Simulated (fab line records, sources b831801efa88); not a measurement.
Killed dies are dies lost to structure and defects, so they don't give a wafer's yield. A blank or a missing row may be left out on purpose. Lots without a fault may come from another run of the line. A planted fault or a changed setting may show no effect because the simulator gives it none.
Chamber matching | flow gf180mcu | GF_CONTACT_CMP_27 on cmp-01: 4 sister chambers
The step polishes, stops on SiO2, t overpolish 15 s, target thk 0 nm. 4 wafers are shown with their chamber, then 8 later ones without.

WAFERS WITH THEIR CHAMBER
wafer  | chamber | motor_current_A (A)
L676.2 | 0       | 11.2
L676.3 | 3       | 11.6
L676.5 | 2       | 11.6
L677.2 | 1       | 12.3

WAFERS WITHOUT THEIR CHAMBER
wafer  | motor_current_A (A)
L677.5 | 12.5
L677.6 | 11.1
L679.2 | 11.9
L679.3 | 11.2
L679.6 | 12.2
L681.2 | 11.5
L681.3 | 11.9
L681.4 | 11.6

WHICH CHAMBER EACH WENT THROUGH
wafer  | from the rows above          | in truth
L677.5 | 1                            | 1
L677.6 | 0                            | 0
L679.2 | can't be placed: 2 or 3 or 1 | 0
L679.3 | 0                            | 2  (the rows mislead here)
L679.6 | 1                            | 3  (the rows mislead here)
L681.2 | can't be placed: 2 or 3 or 0 | 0
L681.3 | can't be placed: 2 or 3 or 1 | 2
L681.4 | can't be placed: 2 or 3      | 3
Placed correctly: 2 of 8. Can't be placed from these rows: 4 (the true chamber is among the candidates in 3). Placed wrongly: 2.
How it was worked out, from the rows above alone: a wafer's distance from a chamber is the root of the sum, over the readings, of the square of ((its reading less the chamber's mean) divided by the reading's scatter). The wafer belongs to the nearest chamber; if the next one is less than 2 further off, it can't be placed. A chamber's mean is the mean of its shown wafers. The scatter: with one shown wafer a chamber, the root of the mean of the squares of how far each hidden wafer lies from its nearest shown one.
